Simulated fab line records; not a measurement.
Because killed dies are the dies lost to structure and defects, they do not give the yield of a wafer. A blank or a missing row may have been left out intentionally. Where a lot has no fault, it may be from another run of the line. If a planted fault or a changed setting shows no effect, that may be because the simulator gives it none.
Comparing a struck lot with a sound one || flow sky130 || 18 steps out of a route of 708
Sound: wafers L503.2, L503.3, L503.4. Struck: wafers L495.1, L495.6. (L495.5 of the same lot was not struck and is left out.) The cause comes at the end.
At each step with rows: each side's tool, then ch and its chambers, then its first start. Under that, the readings that differ: sound wafers || struck wafers || difference of the means || sigmas: that difference in standard deviations of wafers without a fault.
alike: same words and numbers on both sides, and readings whose means sit less than 2 such deviations apart. not compared: any withheld reading, any reading some wafer has no value for, any bound like >300 that may hide the same value, and any number with overlapping values for which the record gives no deviation.
Wherever a step has rows on one side only, a row that says differs or no value, or a row with sigmas, the two part there. Numbers that have no deviation but don't overlap get no sigmas and don't part them. A reading that every wafer of one side lacks parts them only if that side has two wafers or more.

first, 5 steps without rows for these wafers: SKY_VIA4_COAT_06 (resist thk 1140 nm); SKY_VIA4_SOFTBAKE_07 (time 60 s); SKY_VIA4_EXPOSE_08 (exposes mask VIM4, target cd 800 nm); SKY_VIA4_PEB_09; SKY_VIA4_DEVELOP_10 (develop time 60 s).
SKY_VIA4_OVL_MEAS_11:
  sound: overlay-02 at day 49 04:15; struck: overlay-01 at day 44 20:47
  alike: VIA4_OVL
SKY_VIA4_ETCH_12: etches SiO2 in C4F8/O2/Ar, stops on TiN, target depth 580 nm.
  sound on rie_diel-03 ch 1,2, day 49 04:17; struck on rie_diel-04 ch 0,1, day 44 20:49
  alike: chamber_pressure_mTorr, oes_product_au
SKY_VIA4_STRIP_13: strips in O2/N2.
  sound on plasma_asher-02 ch 0,1, day 49 04:21; struck on plasma_asher-04 ch 1, day 44 20:54
  alike: chamber_pressure_mTorr, drypump_motor_current_A, oes_product_au, strip_time_to_endpoint_s
  not compared: rf_hours_counter_h
then, 3 steps without rows for these wafers: SKY_VIA4_STRIP_14 (strips in post etch residue remover, time 1200 s); SKY_VIA4_CLEAN_15 (cleans in IPA, time 180 s); SKY_VIA4_CLEAN_16 (cleans in O3/DIW).
SKY_VIA4_SPUTTER_17: material TiN, target thk 20 nm, time 80 s.
  sound: pvd_sputter-01 at day 49 04:59; struck: pvd_sputter-02 at day 44 22:18
  alike: throttle_valve_pct
SKY_VIA4_CVD_18: deposits W, target thk 505 nm, time 152.14 s.
  sound on cvd_w-01 ch 0,1, day 49 05:03; struck on cvd_w-01 ch 1, day 44 22:22
{"reading": "chamber_pressure_Torr (Torr)", "sound": "40.00 40.03 40.02", "struck": "31.46 31.43", "difference": -8.57, "sigmas": -99}
{"reading": "model.W_of_VIA4_CVD_18.thk_nm (nm)", "sound": "497.8 497 504.7", "struck": "445 449.2", "difference": -53, "sigmas": ""}
  alike: heater_power_w
SKY_VIA4_RS_MEAS_19: measures by four-point-probe.
  sound: film_metro-01 at day 49 05:13; struck: film_metro-04 at day 44 22:31
{"reading": "VIA4_W_RS (ohm/sq)", "sound": "0.2292 0.2298 0.2260", "struck": "0.2571 0.2548", "difference": "+0.0276", "sigmas": "+11"}
SKY_VIA4_THK_MEAS_20: measures by xrf.
  sound: film_metro-01 at day 49 05:20; struck: film_metro-04 at day 44 22:38
{"reading": "VIA4_W_THK (nm)", "sound": "511 509 517", "struck": "460 464", "difference": -50, "sigmas": -8}
SKY_VIA4_CMP_21: polishes, stops on SiO2, t overpolish 25 s, target thk 0 nm.
  sound on cmp-02 ch 0,2,3, day 49 05:23; struck on cmp-01 ch 0,3, day 44 22:41
  alike: motor_current_A, time_to_endpoint_s
SKY_METAL5_SPUTTER_00: material Ti, target thk 15 nm, time 10 s.
  sound: pvd_sputter-04 at day 49 05:41; struck: pvd_sputter-02 at day 44 22:59
  alike: throttle_valve_pct
-- the record jumps here: 3 days lie between the struck wafers' starts before and after (it left off in module METAL5 and takes up again in module PAD_OPEN, whose first step shown is number 708 of the route) --
SKY_PAD_OPEN_PROBE_99:
  sound: prober-02 at day 51 14:34; struck: prober-01 at day 47 21:02
{"reading": "killed_at_contacts", "sound": "27 44 40", "struck": "19 21", "difference": -17, "sigmas": -3}
  alike: defect_limited_yield, killed_at_M0_to_M3, killed_at_M4_up, killed_at_front_end, killed_at_other, killed_dies, killed_on_rim, killed_open, killed_short, sort_bin_3_pad_short, sort_bin_5_function, sort_bin_6_memory, sort_n_pass, sort_yield_pct

## WHERE THEY PART
At SKY_VIA4_CVD_18 first; at SKY_PAD_OPEN_PROBE_99 last (within this record only).

WHY: the cause the simulator had injected
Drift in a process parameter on cvd_w-01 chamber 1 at SKY_VIA4_CVD_18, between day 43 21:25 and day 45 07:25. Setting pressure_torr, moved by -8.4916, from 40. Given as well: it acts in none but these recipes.
